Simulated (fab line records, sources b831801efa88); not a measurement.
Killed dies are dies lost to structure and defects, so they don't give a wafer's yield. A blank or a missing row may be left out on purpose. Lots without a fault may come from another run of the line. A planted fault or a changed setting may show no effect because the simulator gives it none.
Tool commonality check | flow gf180mcu | 14 lots, 42 wafers sampled

WHY IT WAS OPENED
At GF_HV_LDD_CD_MEAS_07 the reading cd_nm is flagged on 2 of 14 lots. Wafers without a fault read 400.2 nm, standard deviation 2.5.
Rule: a lot is flagged when every wafer of it that has a number lies more than 4 standard deviations from that mean, or none has a number. The other lots count as sound.

lot  | measured     | on        | cd_nm (nm), wafer by wafer | flag
L686 | day 10 04:40 | cd_sem-01 | 396.2 395.6 394.4          |
L688 | day 10 21:02 | cd_sem-01 | 401.8 399.8 400.2          |
L689 | day 11 04:26 | cd_sem-02 | 400.9 402.0 399.4          |
L691 | day 11 21:05 | cd_sem-01 | 395.6 395.6 395.9          |
L694 | day 12 15:04 | cd_sem-01 | 403.1 399.9 403.3          |
L693 | day 12 18:08 | cd_sem-02 | 401.1 398.8 401.4          |
L695 | day 13 09:16 | cd_sem-01 | 400.1 401.2 400.7          |
L696 | day 13 22:32 | cd_sem-02 | 400.6 400.0 399.7          |
L698 | day 14 06:13 | cd_sem-01 | 397.4 397.9 394.7          |
L699 | day 14 12:20 | cd_sem-01 | 396.7 396.3 396.8          |
L703 | day 15 16:08 | cd_sem-01 | 401.2 401.5 399.6          |
L706 | day 16 11:32 | cd_sem-02 | 384.0 385.9 385.6          | FLAGGED
L707 | day 16 18:28 | cd_sem-01 | 384.3 383.5 385.6          | FLAGGED
L708 | day 17 02:39 | cd_sem-01 | 399.8 399.9 402.5          |
The numbers of the flagged lots are 384.8 nm on average: -15.4 nm against the usual, or -6 standard deviations.

WHICH TOOL RAN EACH LOT
The record holds 1 process step before the reading, out of a route of 602 steps. In each cell: the tool, then ch and the chambers that the sampled wafers went through, then the start.
lot  | flag    | GF_HV_LDD_DEVELOP_06
L686 |         | litho_track-02 ch 0, day 10 04:31
L688 |         | litho_track-01 ch 0, day 10 20:53
L689 |         | litho_track-01 ch 0, day 11 04:17
L691 |         | litho_track-04 ch 0, day 11 20:56
L694 |         | litho_track-02 ch 0, day 12 14:55
L693 |         | litho_track-02 ch 0, day 12 17:59
L695 |         | litho_track-02 ch 0, day 13 09:07
L696 |         | litho_track-01 ch 0, day 13 22:23
L698 |         | litho_track-02 ch 0, day 14 06:04
L699 |         | litho_track-01 ch 0, day 14 12:11
L703 |         | litho_track-02 ch 0, day 15 15:59
L706 | FLAGGED | litho_track-01 ch 0, day 16 11:23
L707 | FLAGGED | litho_track-01 ch 0, day 16 18:19
L708 |         | litho_track-04 ch 0, day 17 02:31
What these steps do:
- GF_HV_LDD_DEVELOP_06: develop time 60 s.
- GF_HV_LDD_CD_MEAS_07: target cd 400 nm.

FLAGGED OVER TOTAL, TOOL BY TOOL (the gauges that took the reading come last)
step                 | tool           | lots run | flagged | share of the flagged lots | sound lots run after its first flagged lot
GF_HV_LDD_DEVELOP_06 | litho_track-01 | 6        | 2       | all                       | 0
GF_HV_LDD_DEVELOP_06 | litho_track-02 | 6        | 0       | none                      | -
GF_HV_LDD_DEVELOP_06 | litho_track-04 | 2        | 0       | none                      | -
GF_HV_LDD_CD_MEAS_07 | cd_sem-01      | 10       | 1       | some                      | 1 (L708)
GF_HV_LDD_CD_MEAS_07 | cd_sem-02      | 4        | 1       | some                      | 0

WHAT THE TABLE ALLOWS
1 row of the table ran every flagged lot: litho_track-01 at GF_HV_LDD_DEVELOP_06.
- litho_track-01 at GF_HV_LDD_DEVELOP_06: 2 of its 6 lots flagged. Its last sound lot is L699 (day 14 12:11), its first flagged lot L706 (day 16 11:23): a fault that began between those two fits.
One tool is left: litho_track-01 at GF_HV_LDD_DEVELOP_06.

WHAT THE SIMULATOR HAD PUT IN
Process parameter drift: litho_track-01, from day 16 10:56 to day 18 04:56, at GF_HV_LDD_DEVELOP_06. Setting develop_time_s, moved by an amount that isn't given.
Lots struck among those shown: L706, L707. The rule above found the same.
